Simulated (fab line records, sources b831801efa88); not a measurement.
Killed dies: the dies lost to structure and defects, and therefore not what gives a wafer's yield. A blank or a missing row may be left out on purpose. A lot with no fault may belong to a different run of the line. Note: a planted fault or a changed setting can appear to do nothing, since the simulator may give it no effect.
Check of tool commonality :: flow sky130 :: 30 wafers sampled across 10 lots

== WHY THIS WAS OPENED ==
2 of 10 lots carry a flag on the reading VIA4_W_RS at SKY_VIA4_RS_MEAS_19. Wafers without a fault read 0.226 ohm/sq, standard deviation 0.0038.
Rule: a lot is flagged when every wafer of it that has a number lies more than 4 standard deviations from that mean, or none has a number. All remaining lots are regarded as sound.

lot: L835
measured: day 42 23:58
on: film-metro-03
VIA4_W_RS (ohm/sq), wafer by wafer: 0.218 0.218 0.226
flag: 

lot: L836
measured: day 43 08:13
on: film-metro-03
VIA4_W_RS (ohm/sq), wafer by wafer: 0.230 0.228 0.227
flag: 

lot: L838
measured: day 43 22:04
on: film-metro-02
VIA4_W_RS (ohm/sq), wafer by wafer: 0.231 0.221 0.228
flag: 

lot: L840
measured: day 44 20:41
on: film-metro-04
VIA4_W_RS (ohm/sq), wafer by wafer: 0.228 0.225 0.229
flag: 

lot: L844
measured: day 45 05:29
on: film-metro-03
VIA4_W_RS (ohm/sq), wafer by wafer: 0.231 0.223 0.229
flag: 

lot: L845
measured: day 45 13:34
on: film-metro-02
VIA4_W_RS (ohm/sq), wafer by wafer: 0.229 0.222 0.227
flag: 

lot: L846
measured: day 45 19:02
on: film-metro-04
VIA4_W_RS (ohm/sq), wafer by wafer: 0.272 0.262 0.274
flag: FLAGGED

lot: L848
measured: day 46 07:46
on: film-metro-03
VIA4_W_RS (ohm/sq), wafer by wafer: 0.261 0.271 0.274
flag: FLAGGED

lot: L849
measured: day 46 12:31
on: film-metro-02
VIA4_W_RS (ohm/sq), wafer by wafer: 0.229 0.231 0.229
flag: 

lot: L856
measured: day 48 07:11
on: film-metro-02
VIA4_W_RS (ohm/sq), wafer by wafer: 0.229 0.230 0.227
flag: 
The mean of the flagged lots' numbers is 0.269 ohm/sq, +0.043 ohm/sq from the usual (+11 standard deviations).

== LOT BY LOT: THE TOOL USED ==
The record holds 2 process steps before the reading, out of a route of 708 steps. Every cell lists first the tool, next ch and the chambers used by the sampled wafers, and last the start.
lot: L835
flag: 
SKY_METAL4_DESCUM_15: rie-metal-02 ch 1, day 41 22:01
SKY_VIA4_CVD_18: cvd-w-02 ch 0,1, day 42 23:47

lot: L836
flag: 
SKY_METAL4_DESCUM_15: rie-metal-03 ch 0,1, day 42 07:14
SKY_VIA4_CVD_18: cvd-w-01 ch 0,1, day 43 08:05

lot: L838
flag: 
SKY_METAL4_DESCUM_15: rie-metal-01 ch 0,1, day 42 21:46
SKY_VIA4_CVD_18: cvd-w-02 ch 0,1, day 43 21:55

lot: L840
flag: 
SKY_METAL4_DESCUM_15: rie-metal-01 ch 0,1, day 43 20:31
SKY_VIA4_CVD_18: cvd-w-01 ch 0,1, day 44 20:31

lot: L844
flag: 
SKY_METAL4_DESCUM_15: rie-metal-02 ch 0,1, day 44 05:04
SKY_VIA4_CVD_18: cvd-w-02 ch 0,1, day 45 05:19

lot: L845
flag: 
SKY_METAL4_DESCUM_15: rie-metal-01 ch 0,1, day 44 13:30
SKY_VIA4_CVD_18: cvd-w-02 ch 0,1, day 45 13:25

lot: L846
flag: FLAGGED
SKY_METAL4_DESCUM_15: rie-metal-02 ch 0,1, day 44 19:52
SKY_VIA4_CVD_18: cvd-w-02 ch 0,1, day 45 18:54

lot: L848
flag: FLAGGED
SKY_METAL4_DESCUM_15: rie-metal-03 ch 0,1, day 45 08:43
SKY_VIA4_CVD_18: cvd-w-02 ch 0,1, day 46 07:37

lot: L849
flag: 
SKY_METAL4_DESCUM_15: rie-metal-03 ch 0, day 45 13:54
SKY_VIA4_CVD_18: cvd-w-01 ch 0,1, day 46 12:22

lot: L856
flag: 
SKY_METAL4_DESCUM_15: rie-metal-02 ch 0,1, day 47 09:38
SKY_VIA4_CVD_18: cvd-w-01 ch 0,1, day 48 07:01
These steps, and what they do:
- SKY_METAL4_DESCUM_15: chemistry O2, time 8 s.
- SKY_VIA4_CVD_18: deposits W, target thk 505 nm, time 152.14 s.
- SKY_VIA4_RS_MEAS_19: measures by four-point-probe.

== FLAGGED OVER TOTAL, TOOL BY TOOL (the gauges that took the reading come last) ==
step: SKY_METAL4_DESCUM_15
tool: rie-metal-01
lots run: 3
flagged: 0
share of the flagged lots: none
sound lots run after its first flagged lot: -

step: SKY_METAL4_DESCUM_15
tool: rie-metal-02
lots run: 4
flagged: 1
share of the flagged lots: some
sound lots run after its first flagged lot: 1 (L856)

step: SKY_METAL4_DESCUM_15
tool: rie-metal-03
lots run: 3
flagged: 1
share of the flagged lots: some
sound lots run after its first flagged lot: 1 (L849)

step: SKY_VIA4_CVD_18
tool: cvd-w-01
lots run: 4
flagged: 0
share of the flagged lots: none
sound lots run after its first flagged lot: -

step: SKY_VIA4_CVD_18
tool: cvd-w-02
lots run: 6
flagged: 2
share of the flagged lots: all
sound lots run after its first flagged lot: 0

step: SKY_VIA4_RS_MEAS_19
tool: film-metro-02
lots run: 4
flagged: 0
share of the flagged lots: none
sound lots run after its first flagged lot: -

step: SKY_VIA4_RS_MEAS_19
tool: film-metro-03
lots run: 4
flagged: 1
share of the flagged lots: some
sound lots run after its first flagged lot: 0

step: SKY_VIA4_RS_MEAS_19
tool: film-metro-04
lots run: 2
flagged: 1
share of the flagged lots: some
sound lots run after its first flagged lot: 0

== WHAT IS ALLOWED BY THE TABLE ==
Rows of the table that ran each flagged lot: 1, that is cvd-w-02 at SKY_VIA4_CVD_18.
- cvd-w-02 at SKY_VIA4_CVD_18: 2 of its 6 lots flagged. It ran its last sound lot, L845, at day 45 13:25 and its first flagged lot, L846, at day 45 18:54: a fault with its onset between the two fits. Its own readings lie more than 4 standard deviations out on every wafer of the flagged lots: susceptor-temp-C.
One tool is left: cvd-w-02 at SKY_VIA4_CVD_18.

== WHAT THE SIMULATOR HAD INSERTED ==
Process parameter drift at SKY_VIA4_CVD_18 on cvd-w-02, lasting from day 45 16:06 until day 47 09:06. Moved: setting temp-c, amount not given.
Lots struck among those shown: L846, L848. Same finding as the rule above.
